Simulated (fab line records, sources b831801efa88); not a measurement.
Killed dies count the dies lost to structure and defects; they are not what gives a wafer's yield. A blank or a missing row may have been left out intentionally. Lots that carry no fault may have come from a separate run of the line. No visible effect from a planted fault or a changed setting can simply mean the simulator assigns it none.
Chamber matching || flow gf180mcu || GF_V3_ETCH_16 on rieDiel-03: 4 sister chambers
The step etches BARC in N2/H2. 18 wafers are shown with their chamber, then 9 later ones without.

== WAFERS WITH THEIR CHAMBER ==
{"wafer": "L435.1", "chamber": 1, "throttleValvePct (%)": 13.228, "oesProductAu (a.u.)": 0.854}
{"wafer": "L435.4", "chamber": 3, "throttleValvePct (%)": 13.236, "oesProductAu (a.u.)": 0.854}
{"wafer": "L435.5", "chamber": 3, "throttleValvePct (%)": 13.224, "oesProductAu (a.u.)": 0.854}
{"wafer": "L441.3", "chamber": 1, "throttleValvePct (%)": 13.225, "oesProductAu (a.u.)": 0.851}
{"wafer": "L441.4", "chamber": 3, "throttleValvePct (%)": 13.233, "oesProductAu (a.u.)": 0.851}
{"wafer": "L441.5", "chamber": 0, "throttleValvePct (%)": 13.238, "oesProductAu (a.u.)": 0.857}
{"wafer": "L442.2", "chamber": 2, "throttleValvePct (%)": 13.241, "oesProductAu (a.u.)": 0.863}
{"wafer": "L442.4", "chamber": 3, "throttleValvePct (%)": 13.226, "oesProductAu (a.u.)": 0.857}
{"wafer": "L442.6", "chamber": 2, "throttleValvePct (%)": 13.209, "oesProductAu (a.u.)": 0.856}
{"wafer": "L443.3", "chamber": 3, "throttleValvePct (%)": 13.218, "oesProductAu (a.u.)": 0.863}
{"wafer": "L443.4", "chamber": 1, "throttleValvePct (%)": 13.226, "oesProductAu (a.u.)": 0.852}
{"wafer": "L443.6", "chamber": 1, "throttleValvePct (%)": 13.225, "oesProductAu (a.u.)": 0.860}
{"wafer": "L444.2", "chamber": 1, "throttleValvePct (%)": 13.233, "oesProductAu (a.u.)": 0.851}
{"wafer": "L444.4", "chamber": 3, "throttleValvePct (%)": 13.224, "oesProductAu (a.u.)": 0.859}
{"wafer": "L444.5", "chamber": 1, "throttleValvePct (%)": 13.246, "oesProductAu (a.u.)": 0.861}
{"wafer": "L448.4", "chamber": 2, "throttleValvePct (%)": 13.231, "oesProductAu (a.u.)": 0.851}
{"wafer": "L448.5", "chamber": 2, "throttleValvePct (%)": 13.225, "oesProductAu (a.u.)": 0.858}
{"wafer": "L448.6", "chamber": 1, "throttleValvePct (%)": 13.231, "oesProductAu (a.u.)": 0.859}

SIGNATURES (averages over the wafers above)
{"reading": "throttleValvePct", "chamber 0": 13.23800, "chamber 1": 13.23057, "chamber 2": 13.22650, "chamber 3": 13.22683, "scatter within a chamber": 0.00882}
{"reading": "oesProductAu", "chamber 0": 0.85700, "chamber 1": 0.85543, "chamber 2": 0.85700, "chamber 3": 0.85633, "scatter within a chamber": 0.0045}
Rule: for each reading, subtract the chamber's mean from the wafer's reading, divide by that reading's scatter and square the result; add these up over the readings and take the root, which gives the wafer's distance from the chamber. If the next closest chamber is less than 2 further off than the closest, the wafer can't be placed; otherwise it belongs to the closest. How the scatter is found: for the shown wafers, subtract from each reading the mean of its chamber, square and add these, divide the total by (wafers less chambers), then take the root.

== WAFERS WITH NO CHAMBER GIVEN ==
{"wafer": "L449.3", "throttleValvePct (%)": 13.229, "oesProductAu (a.u.)": 0.852}
{"wafer": "L449.4", "throttleValvePct (%)": 13.221, "oesProductAu (a.u.)": 0.855}
{"wafer": "L449.5", "throttleValvePct (%)": 13.218, "oesProductAu (a.u.)": 0.852}
{"wafer": "L450.1", "throttleValvePct (%)": 13.229, "oesProductAu (a.u.)": 0.856}
{"wafer": "L450.4", "throttleValvePct (%)": 13.228, "oesProductAu (a.u.)": 0.851}
{"wafer": "L450.5", "throttleValvePct (%)": 13.223, "oesProductAu (a.u.)": 0.855}
{"wafer": "L451.2", "throttleValvePct (%)": 13.216, "oesProductAu (a.u.)": 0.858}
{"wafer": "L451.4", "throttleValvePct (%)": 13.225, "oesProductAu (a.u.)": 0.852}
{"wafer": "L451.6", "throttleValvePct (%)": 13.250, "oesProductAu (a.u.)": 0.860}

== CHAMBER TAKEN BY EACH ==
{"wafer": "L449.3", "from the rows above": "can't be placed: 1 or 3 or 2 or 0", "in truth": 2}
{"wafer": "L449.4", "from the rows above": "can't be placed: 3 or 2 or 1 or 0", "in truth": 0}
{"wafer": "L449.5", "from the rows above": "can't be placed: 3 or 2 or 1 or 0", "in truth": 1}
{"wafer": "L450.1", "from the rows above": "can't be placed: 1 or 3 or 2 or 0", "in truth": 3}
{"wafer": "L450.4", "from the rows above": "can't be placed: 1 or 3 or 2 or 0", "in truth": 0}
{"wafer": "L450.5", "from the rows above": "can't be placed: 3 or 2 or 1 or 0", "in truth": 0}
{"wafer": "L451.2", "from the rows above": "can't be placed: 2 or 3 or 1 or 0", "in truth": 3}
{"wafer": "L451.4", "from the rows above": "can't be placed: 3 or 1 or 2 or 0", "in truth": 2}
{"wafer": "L451.6", "from the rows above": "can't be placed: 0 or 1 or 2 or 3", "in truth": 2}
0 of 9 placed correctly. Can't be placed from these rows: 9 (the true chamber is among the candidates in 9). Placed wrongly: 0.
